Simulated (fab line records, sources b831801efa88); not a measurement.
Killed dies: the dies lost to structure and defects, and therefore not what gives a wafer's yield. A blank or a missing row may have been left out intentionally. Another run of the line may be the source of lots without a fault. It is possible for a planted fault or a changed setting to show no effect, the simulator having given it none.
fab line records -- flow gf180mcu
record lots=6, wafers=18, lastDay=33
route steps=602 shown MIM@510 PASSIVATION@602
lots untouched by any fault: they come from a run of this same line in which no faults occurred
startH: hours from the record's opening day to when the first of the lot's shown wafers began -- waitH: how many hours have passed since the lot's step before this one -- " repeats the value in the row above -- L1.1+2: several wafers, shown together as one row -- - either no value or no given start -- * or withheld: withheld -- < > ~ a bound
route shown NAME@n: a module of which the file shows steps, and the number in the route of the first -- usual: average and standard deviation across the fault-free wafers -- same: alike in all rows -- chamber/n: place in a boat -- sites: readings site by site -- _std_site: standard deviation of those values -- _edge_site: the outer-site mean with the inner-site mean subtracted -- radiusMm: how far each site lies from the wafer's centre -- mask NAME#n: copy n -- behind: the tool/chamber that last shaped the wafer -- hold: why the lot went on hold/how many hours it stayed there/how the hold came to an end -- device: which transistor (n, p or np) failed to switch -- end of line: the same wafers' tests at the end of the route -- a step without rows: its recipe alone -- killed: dies lost to structure and defects at the first sort, not the wafer's yield -- map: dies across one wafer; x = killed, . = not, _ = none there
set.NAME: the setting that was run; set.NAME@STEP: the one run at that earlier step -- model.NAME: the simulator's own value behind a step, which no gauge read
certain route steps with their lots: each step a table, each wafer a row
services: when a tool's chamber went out of use (startH, in hours from the record's first day, below 0 if earlier), for how many hours, and the reason
## steps
# step GF_MIM_SPUTTER_07
# recipe material=TiN, targetThkNm=60, powerW=6500, timeS=50, chamberPressurePa=0.4
# usual throttleValvePct=30.2/0.59
lot.wafer,tool,chamber,startH,waitH,throttleValvePct
L932.2,pvdSputter-03,-,602.41,0.0,31.1
L932.3,pvdSputter-03,-,602.41,0.0,30.5
L932.5,pvdSputter-03,-,602.41,0.0,31.3
L936.4,pvdSputter-04,-,640.74,0.0,29.2
L936.5,pvdSputter-04,-,640.74,0.0,30.7
L936.6,pvdSputter-04,-,640.74,0.0,29.8
L938.2,pvdSputter-03,-,655.37,0.0,30.3
L938.5,pvdSputter-03,-,655.37,0.0,30.4
L938.6,pvdSputter-03,-,655.37,0.0,31.3
L940.1,pvdSputter-03,-,664.66,0.1,31.1
L940.4,pvdSputter-03,-,664.66,0.1,30.3
L940.5,pvdSputter-03,-,664.66,0.1,31.1
L941.3,pvdSputter-03,-,676.43,0.0,30.3
L941.4,pvdSputter-03,-,676.43,0.0,31.3
L941.6,pvdSputter-03,-,676.43,0.0,31.4
L944.1,pvdSputter-03,-,691.49,0.1,31.1
L944.5,pvdSputter-03,-,691.49,0.1,30.6
L944.6,pvdSputter-03,-,691.49,0.1,31.2
# step GF_MIM_SPUTTER_08
# recipe material=AlCu, targetThkNm=200, powerW=10600, timeS=10.6, chamberPressurePa=0.4
# usual throttleValvePct=30.2/0.6
lot.wafer,tool,chamber,startH,waitH,throttleValvePct
L932.2,pvdSputter-03,-,602.46,0.0,31.2
L932.3,pvdSputter-03,-,602.46,0.0,30.6
L932.5,pvdSputter-03,-,602.46,0.0,31.2
L936.4,pvdSputter-04,-,640.78,0.0,29.4
L936.5,pvdSputter-04,-,640.78,0.0,30.4
L936.6,pvdSputter-04,-,640.78,0.0,30.2
L938.2,pvdSputter-03,-,655.42,0.0,30.4
L938.5,pvdSputter-03,-,655.42,0.0,30.7
L938.6,pvdSputter-03,-,655.42,0.0,31.2
L940.1,pvdSputter-03,-,664.71,0.0,31.1
L940.4,pvdSputter-03,-,664.71,0.0,30.4
L940.5,pvdSputter-03,-,664.71,0.0,31.0
L941.3,pvdSputter-03,-,676.47,0.0,30.3
L941.4,pvdSputter-03,-,676.47,0.0,31.3
L941.6,pvdSputter-03,-,676.47,0.0,31.2
L944.1,pvdSputter-03,-,691.53,0.0,31.0
L944.5,pvdSputter-03,-,691.53,0.0,30.5
L944.6,pvdSputter-03,-,691.53,0.0,31.1
# step GF_MIM_SPUTTER_09
# recipe material=TiN, targetThkNm=35, powerW=6500, timeS=29.2, chamberPressurePa=0.4
# usual throttleValvePct=30.2/0.63
lot.wafer,tool,chamber,startH,waitH,throttleValvePct
L932.2,pvdSputter-03,-,602.48,0.0,31.1
L932.3,pvdSputter-03,-,602.48,0.0,30.5
L932.5,pvdSputter-03,-,602.48,0.0,31.3
L936.4,pvdSputter-04,-,640.80,0.0,29.2
L936.5,pvdSputter-04,-,640.80,0.0,30.0
L936.6,pvdSputter-04,-,640.80,0.0,29.8
L938.2,pvdSputter-03,-,655.44,0.0,30.4
L938.5,pvdSputter-03,-,655.44,0.0,30.4
L938.6,pvdSputter-03,-,655.44,0.0,31.1
L940.1,pvdSputter-03,-,664.73,0.0,31.3
L940.4,pvdSputter-03,-,664.73,0.0,30.8
L940.5,pvdSputter-03,-,664.73,0.0,31.0
L941.3,pvdSputter-03,-,676.49,0.0,29.9
L941.4,pvdSputter-03,-,676.49,0.0,31.1
L941.6,pvdSputter-03,-,676.49,0.0,31.4
L944.1,pvdSputter-03,-,691.56,0.0,31.1
L944.5,pvdSputter-03,-,691.56,0.0,30.6
L944.6,pvdSputter-03,-,691.56,0.0,31.2
# step GF_MIM_RS_MEAS_10
# recipe thkMeasGauge=four-point-probe, reads=TiN_of_MIM_SPUTTER_09+AlCu_of_MIM_SPUTTER_08+TiN_of_MIM_SPUTTER_07
# usual MIM_ALCU_RS=0.1596/0.0022
lot.wafer,tool,chamber,startH,waitH,MIM_ALCU_RS[ohm/sq]
L932.2,filmMetro-02,-,602.53,0.0,0.1623
L932.3,filmMetro-02,-,602.53,0.0,0.1610
L932.5,filmMetro-02,-,602.53,0.0,0.1613
L936.4,filmMetro-02,-,640.92,0.1,0.1594
L936.5,filmMetro-02,-,640.92,0.1,0.1562
L936.6,filmMetro-02,-,640.92,0.1,0.1541
L938.2,filmMetro-02,-,655.49,0.0,0.1608
L938.5,filmMetro-02,-,655.49,0.0,0.1604
L938.6,filmMetro-02,-,655.49,0.0,0.1613
L940.1,filmMetro-02,-,664.76,0.0,0.1603
L940.4,filmMetro-02,-,664.76,0.0,0.1612
L940.5,filmMetro-02,-,664.76,0.0,0.1626
L941.3,filmMetro-04,-,676.57,0.1,0.1600
L941.4,filmMetro-04,-,676.57,0.1,0.1606
L941.6,filmMetro-04,-,676.57,0.1,0.1616
L944.1,filmMetro-04,-,691.59,0.0,0.1607
L944.5,filmMetro-04,-,691.59,0.0,0.1598
L944.6,filmMetro-04,-,691.59,0.0,0.1617
# step GF_MIM_THK_MEAS_11
# recipe thkMeasGauge=xrf, reads=AlCu_of_MIM_SPUTTER_08
# usual MIM_ALCU_THK=197.3/2.7
lot.wafer,tool,chamber,startH,waitH,MIM_ALCU_THK[nm]
L932.2,filmMetro-02,-,602.64,0.1,195.3
L932.3,filmMetro-02,-,602.64,0.1,195.5
L932.5,filmMetro-02,-,602.64,0.1,196.7
L936.4,filmMetro-02,-,641.01,0.1,197.2
L936.5,filmMetro-02,-,641.01,0.1,201.8
L936.6,filmMetro-02,-,641.01,0.1,205.8
L938.2,filmMetro-02,-,655.60,0.1,195.6
L938.5,filmMetro-02,-,655.60,0.1,196.2
L938.6,filmMetro-02,-,655.60,0.1,195.0
L940.1,filmMetro-02,-,664.88,0.1,196.5
L940.4,filmMetro-02,-,664.88,0.1,195.1
L940.5,filmMetro-02,-,664.88,0.1,193.5
L941.3,filmMetro-04,-,676.67,0.1,195.5
L941.4,filmMetro-04,-,676.67,0.1,195.1
L941.6,filmMetro-04,-,676.67,0.1,192.8
L944.1,filmMetro-04,-,691.71,0.1,194.4
L944.5,filmMetro-04,-,691.71,0.1,196.8
L944.6,filmMetro-04,-,691.71,0.1,194.5
# step GF_MIM_DEHYDRATE_12
# recipe tempC=200, timeS=60
# step GF_MIM_HMDS_13
# recipe primeTimeS=60, primeTempC=120
# step GF_MIM_COAT_14
# recipe resist=NOVOLAK, spinRpm=3000, resistThkNm=1000
# step GF_MIM_SOFTBAKE_15
# recipe tempC=90, timeS=60, resist=NOVOLAK
# step GF_MIM_EXPOSE_16
# recipe maskId=FuseTop, targetCdNm=2000, na=0.6, sourceShape=conventional, sigmaOuter=0.6, doseMj=140
# step GF_MIM_PEB_17
# recipe tempC=withheld, timeS=*, resist=NOVOLAK
# step GF_MIM_DEVELOP_18
# recipe developTimeS=60, devTempC=23
# step GF_MIM_METAL_ETCH_19
# recipe chemistry=Cl2/BCl3, maskMaterial=NOVOLAK, stopOn=Si3N4, targetDepthNm=324.5, pressureMtorr=8, icpW=800, biasW=140, Cl2_flow_sccm=80, bcl3FlowSccm=40, timeS=54.1
# usual chamberPressureMTorr=8.000/0.0071, drypumpMotorCurrentA=5.7/0.31, oesProductAu=0.942/0.0066, rfFwdPowerW=793.3/2.4, throttleValvePct=28.283/0.01
lot.wafer,tool,chamber,startH,waitH,chamberPressureMTorr,drypumpMotorCurrentA,oesProductAu,rfFwdPowerW,rfHoursCounterH,throttleValvePct,model.MIM.featureDepthNm,model.etch.depthNm,model.NOVOLAK_of_MIM_COAT_14.thkNm
L932.2,rieMetal-01,1,623.19,0.1,8.012,6.2,0.935,792.5,12,28.305,291.7,291.7,870.7
L932.3,rieMetal-01,0,623.19,0.1,7.990,5.7,0.940,792.8,-,28.289,294.9,294.9,876.8
L932.5,rieMetal-01,0,623.19,0.1,8.005,5.6,0.937,795.9,-,28.301,294.2,294.2,872.8
L936.4,rieMetal-01,0,660.33,0.1,8.007,5.6,0.950,795.8,-,28.285,294.7,294.7,877.4
L936.5,rieMetal-01,0,660.33,0.1,7.991,5.7,0.949,794.7,-,28.269,298.2,298.2,875.5
L936.6,rieMetal-01,1,660.33,0.1,8.004,6.2,0.907,661.9,-,28.330,275.1,275.1,887.9
L938.2,rieMetal-01,1,673.39,0.1,7.997,6.2,0.905,663.7,0,28.324,275.2,275.2,893
L938.5,rieMetal-01,1,673.39,0.1,8.001,6.2,0.895,664.0,-,28.320,272.7,272.7,896.5
L938.6,rieMetal-01,0,673.39,0.1,7.995,5.7,0.941,794.6,-,28.296,292.9,292.9,878.9
L940.1,rieMetal-03,1,682.65,0.1,7.986,5.2,0.932,794.5,14,28.280,294.1,294.1,859.7
L940.4,rieMetal-03,0,682.65,0.1,7.995,5.8,0.938,793.8,-,28.301,293.1,293.1,870.2
L940.5,rieMetal-03,1,682.65,0.1,8.005,5.2,0.936,794.6,-,28.285,290.8,290.8,864.2
L941.3,rieMetal-03,1,695.06,0.1,7.993,5.2,0.939,794.3,-,28.263,295.5,295.5,868.7
L941.4,rieMetal-03,0,695.06,0.1,8.013,5.8,0.937,794.2,-,28.292,293.3,293.3,876.3
L941.6,rieMetal-03,0,695.06,0.1,7.989,5.9,0.944,792.9,-,28.284,292.7,292.7,877.9
L944.1,rieMetal-03,1,709.99,0.1,8.001,5.2,0.937,793.7,15,28.282,292.7,292.7,866.8
L944.5,rieMetal-03,1,709.99,0.1,8.001,5.2,0.943,793.9,-,28.289,294.3,294.3,863.4
L944.6,rieMetal-03,0,709.99,0.1,7.998,5.8,0.933,794.8,-,28.311,290.8,290.8,871.9
# step GF_MIM_STRIP_20
# recipe chemistry=O2/N2, powerW=1400, pressureMtorr=1500, platenTempC=250, o2FlowSccm=3000, n2FlowSccm=300, overashFraction=0.5
# usual chamberPressureMTorr=1500.0/1.4, drypumpMotorCurrentA=5.7/0.58, heaterPowerW=334/40, o2FlowSccm=2999/8.8, oesProductAu=0.694/0.0047, stripTimeToEndpointS=11.26/0.052
lot.wafer,tool,chamber,startH,waitH,chamberPressureMTorr,drypumpMotorCurrentA,heaterPowerW,o2FlowSccm,oesProductAu,rfHoursCounterH,stripTimeToEndpointS
L932.2,plasmaAsher-02,1,623.26,0.0,1499.5,5.6,299,2986,0.691,57,11.23
L932.3,plasmaAsher-02,0,623.26,0.0,1499.9,5.3,402,3004,0.697,-,11.32
L932.5,plasmaAsher-02,1,623.26,0.0,1501.5,5.6,294,2993,0.702,-,11.26
L936.4,plasmaAsher-04,0,660.41,0.1,1497.6,6.6,371,3008,0.701,-,11.30
L936.5,plasmaAsher-04,1,660.41,0.1,1498.7,5.5,297,3008,0.694,-,11.28
L936.6,plasmaAsher-04,0,660.41,0.1,1498.3,6.6,386,3009,0.706,-,11.44
L938.2,plasmaAsher-02,1,673.46,0.0,1501.8,5.6,299,3009,0.704,63,11.49
L938.5,plasmaAsher-02,0,673.46,0.0,1499.8,5.3,395,3001,0.705,-,11.53
L938.6,plasmaAsher-02,1,673.46,0.0,1500.6,5.6,301,3029,0.697,-,11.33
L940.1,plasmaAsher-01,0,682.72,0.0,1499.7,4.9,316,3000,0.689,86,11.09
L940.4,plasmaAsher-01,0,682.72,0.0,1499.2,4.9,317,2985,0.700,-,11.21
L940.5,plasmaAsher-01,1,682.72,0.0,1497.5,6.2,325,2995,0.693,-,11.14
L941.3,plasmaAsher-01,0,695.14,0.1,1501.6,4.9,303,3009,0.687,-,11.21
L941.4,plasmaAsher-01,1,695.14,0.1,1497.5,6.2,335,2995,0.691,-,11.28
L941.6,plasmaAsher-01,1,695.14,0.1,1502.7,6.2,336,2996,0.692,-,11.30
L944.1,plasmaAsher-04,0,710.06,0.0,1500.2,6.6,396,2987,0.684,111,11.18
L944.5,plasmaAsher-04,0,710.06,0.0,1499.1,6.6,380,2991,0.685,-,11.14
L944.6,plasmaAsher-04,1,710.06,0.0,1499.8,5.5,291,2995,0.694,-,11.24
# step GF_MIM_STRIP_21
# recipe chemistry=postEtchResidueRemover, timeS=1200, tempC=72.5
# step GF_PASSIVATION_PROBE_99
lot.wafer,tool,chamber,startH,waitH,model.etest.met5.lineOhmUm,model.etest.via5Chain.rcOhm,model.etest.met5.rsOhmSq,model.etest.met5.rsOhmSqRimLessCentre,model.etest.pDrift.open,model.etest.gateToDiffusionComb.underFloor,model.etest.via4Chain.open,model.etest.met1Comb.underFloor
L932.2,prober-01,-,707.31,0.1,0.2617,6.87,0.07305,0.0009796,0,0,0,0
L932.3,prober-01,-,707.36,0.2,0.2533,6.979,0.07266,-0.0002935,0,0,0,0
L932.5,prober-01,-,707.46,0.2,0.2618,6.959,0.07386,-5.631e-05,0,0,0,0
L936.4,prober-02,-,740.66,0.2,0.2586,7.304,0.07114,-0.0002792,0,0,0,0
L936.5,prober-02,-,740.71,0.2,0.2618,6.77,0.07202,-5.162e-05,0,0,0,0
L936.6,prober-02,-,740.76,0.2,165.6,124.2,46.19,-3.051,1,1,1,1
L938.2,prober-02,-,752.71,0.1,222,161.1,60.92,-9.969,1,1,1,1
L938.5,prober-02,-,752.86,0.2,184.1,139.8,51.58,-4.716,1,1,1,1
L938.6,prober-02,-,752.91,0.2,0.2582,6.847,0.07167,-0.001154,0,0,0,0
L940.1,prober-02,-,761.06,0.1,0.2532,6.989,0.07224,0.0007659,0,0,0,0
L940.4,prober-02,-,761.21,0.2,0.2583,7.16,0.07318,-0.0009915,0,0,0,0
L940.5,prober-02,-,761.26,0.2,0.2609,6.837,0.07346,-0.000896,0,0,0,0
L941.3,prober-01,-,770.89,0.2,0.2451,6.542,0.06962,-0.001128,0,0,0,0
L941.4,prober-01,-,770.94,0.2,0.2529,6.919,0.07118,-0.0004313,0,0,0,0
L941.6,prober-01,-,771.04,0.2,0.2494,7.173,0.07148,0.000599,0,0,0,0
L944.1,prober-01,-,785.39,0.1,0.2591,6.921,0.07097,0.0005397,0,0,0,0
L944.5,prober-01,-,785.59,0.2,0.2652,7.007,0.07268,-0.0007529,0,0,0,0
L944.6,prober-01,-,785.64,0.2,0.263,7.266,0.07246,-0.0006944,0,0,0,0
# killed by level:class
L932.2 V1:geometricParticle:open=3 M4:geometricParticle:short=3 V4:geometricParticle:open=3 POLY_GATE:geometricParticle:open=2 CONTACT:geometricParticle:open=2 CONTACT:geometricParticle:short=2 M1:geometricParticle:short=2 M2:geometricParticle:open=2
L932.3 V1:geometricParticle:open=12 STI:geometricParticle:short=5 CONTACT:geometricParticle:open=5 V5:geometricParticle:open=5 V3:geometricParticle:short=4 STI:geometricParticle:open=2 CONTACT:geometricParticle:short=2 M1:geometricParticle:short=2
L932.5 V3:geometricParticle:open=4 CONTACT:geometricParticle:open=3 M1:geometricParticle:short=3 V1:geometricParticle:open=3 M4:geometricParticle:short=3 V4:geometricParticle:open=3 V4:geometricParticle:short=3 STI:geometricParticle:short=2
L940.1 V2:geometricParticle:open=9 CONTACT:geometricParticle:open=6 STI:geometricParticle:open=5 V4:geometricParticle:short=5 CONTACT:geometricParticle:short=4 V1:geometricParticle:short=4 M3:geometricParticle:short=4 V4:geometricParticle:open=3
L940.4 V2:geometricParticle:open=5 CONTACT:geometricParticle:short=4 STI:geometricParticle:open=3 V3:geometricParticle:short=3 V4:geometricParticle:open=3 V5:geometricParticle:open=3 POLY_GATE:geometricParticle:open=2 V3:geometricParticle:open=2
L940.5 V4:geometricParticle:open=7 V2:geometricParticle:open=6 V1:geometricParticle:open=4 V4:geometricParticle:short=4 POLY_GATE:geometricParticle:open=3 M3:geometricParticle:short=3 CONTACT:geometricParticle:open=3 V2:geometricParticle:short=3
L941.3 V2:geometricParticle:open=5 V4:geometricParticle:open=5 V3:geometricParticle:open=4 V5:geometricParticle:short=4 V5:geometricParticle:open=4 V2:geometricParticle:short=3 M5:geometricParticle:short=3 STI:geometricParticle:short=2
L941.4 CONTACT:geometricParticle:open=6 V2:geometricParticle:open=5 V4:geometricParticle:short=5 V3:geometricParticle:open=4 V4:geometricParticle:open=4 V5:geometricParticle:open=4 CONTACT:geometricParticle:short=3 V1:geometricParticle:short=3
L941.6 V3:geometricParticle:open=8 STI:geometricParticle:open=7 CONTACT:geometricParticle:open=5 POLY_GATE:geometricParticle:open=3 V2:geometricParticle:open=3 V4:geometricParticle:short=3 V4:geometricParticle:open=3 STI:geometricParticle:short=2
L944.1 V1:geometricParticle:open=6 V3:geometricParticle:open=6 V2:geometricParticle:open=5 STI:geometricParticle:open=4 CONTACT:geometricParticle:open=4 M1:geometricParticle:short=3 M4:geometricParticle:short=3 V4:geometricParticle:open=3
L944.5 CONTACT:geometricParticle:short=5 V2:geometricParticle:open=5 V5:geometricParticle:open=4 CONTACT:geometricParticle:open=3 V1:geometricParticle:short=3 V3:geometricParticle:open=3 M1:geometricParticle:short=2 V2:geometricParticle:short=2
L944.6 V2:geometricParticle:open=5 V3:geometricParticle:open=5 CONTACT:geometricParticle:short=4 V1:geometricParticle:open=4 STI:geometricParticle:open=3 V5:geometricParticle:open=3 CONTACT:geometricParticle:open=2 M2:geometricParticle:short=2
## services
tool,chamber,startH,hours,kind
plasmaAsher-01,-,592.24,28.1,pm
pvdSputter-04,-,593.23,0.8,repair
rieMetal-01,-,606.03,2.8,pm
plasmaAsher-01,-,621.76,2.8,pm
rieMetal-03,0,633.62,-,clean
rieMetal-03,0,633.62,25.2,scheduledDown
rieMetal-03,0,633.62,25.2,ventCycle
rieMetal-01,-,635.17,2.3,repair
plasmaAsher-04,-,639.79,2.8,pm
rieMetal-01,1,642.20,-,clean
rieMetal-01,1,642.20,13.7,scheduledDown
rieMetal-01,1,642.20,13.7,ventCycle
pvdSputter-04,-,650.40,0.8,repair
rieMetal-01,-,666.74,4.0,repair
pvdSputter-04,0,688.27,-,consumableReplace:kit
pvdSputter-04,0,688.27,18.0,scheduledDown
pvdSputter-04,0,688.27,18.0,ventCycle
pvdSputter-04,-,697.68,1.8,repair
pvdSputter-03,2,701.55,-,consumableReplace:kit
pvdSputter-03,2,701.55,18.0,scheduledDown
pvdSputter-03,2,701.55,18.0,ventCycle
## key
firstSign step=GF_MIM_METAL_ETCH_19, reading=rfFwdPowerW, direction=down, sigmas=55, usual=793.3, struck=663.2
effect step=GF_MIM_METAL_ETCH_19, reading=oesProductAu, direction=down, sigmas=6, usual=0.942, struck=0.902
effect step=GF_MIM_STRIP_20, reading=stripTimeToEndpointS, direction=up, sigmas=4.4, usual=*, struck=*
modelEffect step=GF_MIM_METAL_ETCH_19, value=MIM.featureDepthNm, without=297.2, struck=274.3
modelEffect step=GF_PASSIVATION_PROBE_99, value=etest.met5.lineOhmUm, without=0.2591, struck=190.5
metAt GF_MIM_METAL_ETCH_19
struckWafers L936.6,L938.2,L938.5
sortLeftOut L936.6,L938.2,L938.5
onsetBetween 623.19 660.33
fault kind=processParameterDrift, tool=rieMetal-01, chamber=1, onsetH=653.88, steps=GF_MIM_METAL_ETCH_19, channel=icpW, offset=-128, shape=step, endH=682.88, actsIn=theseRecipesOnly, stated=800
# sortLeftOut: the simulated sort isn't trusted on such a fault, so these wafers' sort isn't shown, and their yield isn't known
